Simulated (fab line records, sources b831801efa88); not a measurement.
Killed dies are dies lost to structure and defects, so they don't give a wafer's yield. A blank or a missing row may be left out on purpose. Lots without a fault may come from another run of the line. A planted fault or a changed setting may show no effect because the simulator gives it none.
Which tool did it? | flow gf180mcu | 6 lots, 18 wafers sampled, at 2 steps of a route of 602

WHAT THE GAUGES READ, wafer by wafer
GF_NWELL_OVL_MEAS_07.
lot  | measured    | on         | NWELL_OVL (nm)
L570 | day 4 05:38 | overlay-02 | 2.7 2.7 2.0
L573 | day 4 21:51 | overlay-01 | -3.3 -1.5 -1.9
L575 | day 5 07:56 | overlay-01 | 2.7 1.5 1.1
L577 | day 5 19:15 | overlay-02 | -2.3 -2.1 -3.2
L586 | day 7 20:14 | overlay-01 | -1.4 0.1 -2.5
L588 | day 8 07:50 | overlay-01 | 0.5 0.2 0.8

WHICH TOOL RAN EACH LOT (tool, then ch and the chambers of the sampled wafers, then the start)
lot  | GF_NWELL_EXPOSE_04
L570 | iline_stepper-02 ch 0, day 3 23:23
L573 | iline_stepper-02 ch 0, day 4 15:04
L575 | iline_stepper-01 ch 0, day 5 00:44
L577 | iline_stepper-01 ch 0, day 5 12:20
L586 | iline_stepper-01 ch 0, day 7 12:06
L588 | iline_stepper-02 ch 0, day 7 23:53
- GF_NWELL_EXPOSE_04: exposes mask Nwell, target cd 860 nm.

THE ANSWER, worked out from the rows above alone
Rule: what is usual is taken from the lots themselves. Put in order of their means at a reading, lots are off if they are a third of the lots or fewer, leave a main group of 4 or more, and stand apart from it by a gap of 3 or more times the standard deviation of the main group's means; of several such gaps the widest counts. A main group whose means are all the same, to the digits that the tables above print for the reading, isn't used. A lot without any number at a reading at which 4 lots or more have one is off too. The other lots that the step has rows for count as sound.
No lot is off at any reading shown: from this, nothing can be told.

WHAT THE SIMULATOR HAD PUT IN
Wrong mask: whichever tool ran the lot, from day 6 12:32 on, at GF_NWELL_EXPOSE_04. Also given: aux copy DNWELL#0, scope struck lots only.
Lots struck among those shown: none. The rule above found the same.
